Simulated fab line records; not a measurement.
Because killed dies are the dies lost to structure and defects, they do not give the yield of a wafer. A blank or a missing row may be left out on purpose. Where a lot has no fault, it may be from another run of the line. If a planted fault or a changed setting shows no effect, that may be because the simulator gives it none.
A struck lot beside a sound one    flow gf180mcu    44 steps out of a route of 602
Sound: wafers L632.1, L632.5, L632.6. Wafers struck: L645.2, L645.3, L645.5. The cause comes at the end.
For every step that has rows: the tool of each side, followed by ch and its chambers, followed by its first start. Under that, the readings that differ: sound wafers    struck wafers    difference of the means    sigmas: that difference in standard deviations of wafers without a fault.
alike: a reading whose means differ by less than 2 such deviations, as well as words and numbers matching on both sides. not compared: withheld readings; readings where some wafer has no value; bounds like >300 that might hide an equal value; numbers whose values overlap and for which the record gives no deviation.
The two part at a step that has a row with sigmas, a row that says differs or no value, or rows on one side only. Numbers that don't overlap but have no deviation are shown without sigmas and don't part them. Lack of a reading on every wafer of one side parts them only where that side has two or more wafers.

first, 1 step without rows for these wafers: GF_LVPWELL_IMPLANT_09.
GF_LVPWELL_STRIP_10: strips in O2/N2.
  sound on plasma asher-01 ch 0,1, day 4 05:47; struck on plasma asher-01 ch 0,1, day 7 04:05
  alike: drypump motor current A, heater power w, n2 flow sccm, o2 flow sccm, oes product au, strip time to endpoint s
  not compared: rf hours counter h
GF_LVPWELL_TW_MEAS_11:
  sound on film metro-03 at day 4 05:53; struck on film metro-04 at day 7 04:11
  alike: LVPWELL_TW
then, 7 steps without rows for these wafers: GF_MVSD_DEHYDRATE_00 (time 60 s); GF_MVSD_HMDS_01 (prime time 60 s); GF_MVSD_COAT_02 (resist thk 3000 nm); GF_MVSD_SOFTBAKE_03; GF_MVSD_EXPOSE_04 (exposes mask MVSD, target cd 1000 nm); GF_MVSD_PEB_05; GF_MVSD_DEVELOP_06 (develop time 60 s).
GF_MVSD_OVL_MEAS_07:
  sound on overlay-01 at day 4 19:37; struck on overlay-02 at day 7 19:58
  alike: MVSD_OVL
then, 1 step without rows for these wafers: GF_MVSD_IMPLANT_08.
GF_MVSD_IMPLANT_09:
  sound on implanter-01 ch 0, day 4 19:48; struck on implanter-01 ch 0, day 7 20:10
reading             sound                      struck                         difference  sigmas
dose ions cm2       5.002e+12 5e+12 5.009e+12  1.764e+12 1.762e+12 1.772e+12  -3.238e+12  -99 or more
faraday current uA  28.1 29.3 28.1             10.1 9.8 10.2                  -18.5       -32
GF_MVSD_STRIP_10: strips in O2/N2.
  sound on plasma asher-01 ch 0,1, day 4 19:57; struck on plasma asher-02 ch 0,1, day 7 20:17
  alike: drypump motor current A, heater power w, n2 flow sccm, o2 flow sccm, oes product au, strip time to endpoint s
  not compared: rf hours counter h
GF_MVSD_TW_MEAS_11:
  sound on film metro-02 at day 4 20:03; struck on film metro-03 at day 7 20:24
  alike: MVSD_TW
then, 7 steps without rows for these wafers: GF_MVPSD_DEHYDRATE_00 (time 60 s); GF_MVPSD_HMDS_01 (prime time 60 s); GF_MVPSD_COAT_02 (resist thk 3000 nm); GF_MVPSD_SOFTBAKE_03; GF_MVPSD_EXPOSE_04 (exposes mask MVPSD, target cd 1000 nm); GF_MVPSD_PEB_05; GF_MVPSD_DEVELOP_06 (develop time 60 s).
GF_MVPSD_OVL_MEAS_07:
  sound on overlay-01 at day 5 09:59; struck on overlay-01 at day 8 12:36
  alike: MVPSD_OVL
then, 2 steps without rows for these wafers: GF_MVPSD_IMPLANT_08; GF_MVPSD_IMPLANT_09.
GF_MVPSD_STRIP_10: strips in O2/N2.
  sound on plasma asher-01 ch 0,1, day 5 10:20; struck on plasma asher-01 ch 0,1, day 8 12:56
reading                       sound              struck             difference  sigmas
strip time to endpoint s (s)  37.09 37.15 37.08  37.01 36.76 36.84  -0.24       -3
  alike: drypump motor current A, heater power w, n2 flow sccm, o2 flow sccm, oes product au
  not compared: rf hours counter h
GF_MVPSD_TW_MEAS_11:
  sound on film metro-04 at day 5 10:26; struck on film metro-02 at day 8 13:02
reading   sound        struck       difference  sigmas
MVPSD_TW  542 542 541  557 563 561  +19         +2
then, 7 steps without rows for these wafers: GF_VT_IMPLANT_DEHYDRATE_00 (time 60 s); GF_VT_IMPLANT_HMDS_01 (prime time 60 s); GF_VT_IMPLANT_COAT_02 (resist thk 1000 nm); GF_VT_IMPLANT_SOFTBAKE_03 (time 60 s); GF_VT_IMPLANT_EXPOSE_04 (exposes mask LVPWELL LV AREA, target cd 600 nm); GF_VT_IMPLANT_PEB_05; GF_VT_IMPLANT_DEVELOP_06 (develop time 60 s).
GF_VT_IMPLANT_OVL_MEAS_07:
  sound on overlay-02 at day 6 01:17; struck on overlay-01 at day 9 05:31
  alike: VT_IMPLANT_OVL
then, 1 step without rows for these wafers: GF_VT_IMPLANT_IMPLANT_08.
GF_VT_IMPLANT_STRIP_09: strips in O2/N2.
  sound on plasma asher-03 ch 0,1, day 6 01:28; struck on plasma asher-04 ch 0,1, day 9 05:41
  alike: drypump motor current A, heater power w, n2 flow sccm, o2 flow sccm, oes product au, strip time to endpoint s
  not compared: rf hours counter h
GF_VT_IMPLANT_TW_MEAS_10:
  sound on film metro-01 at day 6 01:34; struck on film metro-04 at day 9 05:48
  alike: VT_IMPLANT_TW
then, 4 steps without rows for these wafers: GF_VT_IMPLANT_DEHYDRATE_11 (time 60 s); GF_VT_IMPLANT_HMDS_12 (prime time 60 s); GF_VT_IMPLANT_COAT_13 (resist thk 1000 nm); GF_VT_IMPLANT_SOFTBAKE_14 (time 60 s).
-- the record jumps here: 2 days lie between the struck wafers' starts before and after --
GF_VT_IMPLANT_RS_MEAS_46: measures by four-point-probe.
  sound on film metro-03 at day 8 00:18; struck on film metro-03 at day 11 12:49
reading           sound              struck             difference  sigmas
MVSD_RS (ohm/sq)  458.7 457.9 458.0  519.8 520.2 520.3  +61.9       +62
  not compared: hold
GF_PASSIVATION_PROBE_99:
  sound wafers here have rows in the record (prober-01, day 29 17:08); struck ones have none

== WHERE THEY PART ==
First at GF_MVSD_IMPLANT_09; last, within this record, at GF_PASSIVATION_PROBE_99.

WHY: whatever the simulator had introduced
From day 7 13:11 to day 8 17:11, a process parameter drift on implanter-01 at GF_MVSD_IMPLANT_09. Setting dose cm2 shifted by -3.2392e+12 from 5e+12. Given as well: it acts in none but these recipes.
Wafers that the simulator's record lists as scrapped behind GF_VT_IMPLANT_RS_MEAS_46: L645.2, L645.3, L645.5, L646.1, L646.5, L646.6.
